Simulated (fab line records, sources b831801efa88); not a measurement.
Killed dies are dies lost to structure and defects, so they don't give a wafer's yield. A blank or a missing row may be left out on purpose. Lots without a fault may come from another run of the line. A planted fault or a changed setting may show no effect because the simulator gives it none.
Which tool did it? | flow sfq_line | 7 lots, 21 wafers sampled, at 2 steps of a route of 325

WHAT THE GAUGES READ, wafer by wafer
SFQ_M0_RS_MEAS_904: measures by four-point-probe.
lot  | measured    | on            | M0_NB_RS (ohm/sq)
L467 | day 5 01:10 | film_metro-01 | 0.884 0.884 0.893
L470 | day 5 11:06 | film_metro-01 | 0.886 0.877 0.898
L473 | day 5 20:45 | film_metro-02 | 0.898 0.899 0.906
L477 | day 6 14:44 | film_metro-02 | 0.907 0.905 0.903
L479 | day 7 06:23 | film_metro-03 | 0.899 0.884 0.890
L484 | day 8 07:30 | film_metro-02 | 0.899 0.888 0.895
L488 | day 9 15:31 | film_metro-01 | 0.717 0.726 0.724 0.719 0.726 0.723

WHICH TOOL RAN EACH LOT (tool, then ch and the chambers of the sampled wafers, then the start)
lot  | SFQ_TRILAYER_M0_DEP_SPUTTER_019
L467 | pvd_sputter-03, day 5 01:03
L470 | pvd_sputter-03, day 5 10:57
L473 | pvd_sputter-05, day 5 20:38
L477 | pvd_sputter-06, day 6 14:38
L479 | pvd_sputter-06, day 7 06:15
L484 | pvd_sputter-06, day 8 07:24
L488 | pvd_sputter-05, day 9 15:23
- SFQ_TRILAYER_M0_DEP_SPUTTER_019: material Nb, target thk 200 nm, time 133.3 s.

THE ANSWER, worked out from the rows above alone
Rule: what is usual is taken from the lots themselves. Put in order of their means at a reading, lots are off if they are a third of the lots or fewer, leave a main group of 4 or more, and stand apart from it by a gap of 3 or more times the standard deviation of the main group's means; of several such gaps the widest counts. A main group whose means are all the same, to the digits that the tables above print for the reading, isn't used. A lot without any number at a reading at which 4 lots or more have one is off too. The other lots that the step has rows for count as sound.
Off: L488, at SFQ_M0_RS_MEAS_904 (M0_NB_RS). The main group: mean 0.894 ohm/sq, standard deviation 0.0068.
A tool fits if, at a process step before that reading, it ran every lot that is off, and no sound lot after the first of them. The gauges at SFQ_M0_RS_MEAS_904 are tried like those tools. Can't be told from this: 2 tools fit, pvd_sputter-05 at SFQ_TRILAYER_M0_DEP_SPUTTER_019, film_metro-01 at SFQ_M0_RS_MEAS_904.

WHAT THE SIMULATOR HAD PUT IN
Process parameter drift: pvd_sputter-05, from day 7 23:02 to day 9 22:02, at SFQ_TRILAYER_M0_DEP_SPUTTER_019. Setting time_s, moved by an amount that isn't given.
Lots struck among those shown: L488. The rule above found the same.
